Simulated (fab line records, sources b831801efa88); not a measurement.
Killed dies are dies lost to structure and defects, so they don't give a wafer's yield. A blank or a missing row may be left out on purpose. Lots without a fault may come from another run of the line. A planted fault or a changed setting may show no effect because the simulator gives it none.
Chamber matching | flow sky130 | SKY_VIA3_CMP_24 on cmp-02: 4 sister chambers
The step polishes, stops on SiO2, t overpolish 20 s, target thk 0 nm. 4 wafers are shown with their chamber, then 8 later ones without.

WAFERS WITH THEIR CHAMBER
wafer  | chamber | motor_current_A (A)
L991.5 | 0       | 12.6
L999.4 | 1       | 11.1
L999.5 | 2       | 9.8
L105.1 | 3       | 9.8

WAFERS WITHOUT THEIR CHAMBER
wafer  | motor_current_A (A)
L105.2 | 10.2
L105.5 | 10.8
L108.1 | 10.1
L108.2 | 9.7
L108.6 | 10.0
L109.1 | 8.9
L109.2 | 10.5
L109.6 | 10.1

WHICH CHAMBER EACH WENT THROUGH
wafer  | from the rows above          | in truth
L105.2 | can't be placed: 2 or 3 or 1 | 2
L105.5 | can't be placed: 1 or 2 or 3 | 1
L108.1 | can't be placed: 2 or 3 or 1 | 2
L108.2 | can't be placed: 2 or 3      | 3
L108.6 | can't be placed: 2 or 3 or 1 | 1
L109.1 | can't be placed: 2 or 3      | 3
L109.2 | can't be placed: 1 or 2 or 3 | 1
L109.6 | can't be placed: 2 or 3 or 1 | 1
Placed correctly: 0 of 8. Can't be placed from these rows: 8 (the true chamber is among the candidates in 8). Placed wrongly: 0.
How it was worked out, from the rows above alone: a wafer's distance from a chamber is the root of the sum, over the readings, of the square of ((its reading less the chamber's mean) divided by the reading's scatter). The wafer belongs to the nearest chamber; if the next one is less than 2 further off, it can't be placed. A chamber's mean is the mean of its shown wafers. The scatter: with one shown wafer a chamber, the root of the mean of the squares of how far each hidden wafer lies from its nearest shown one.
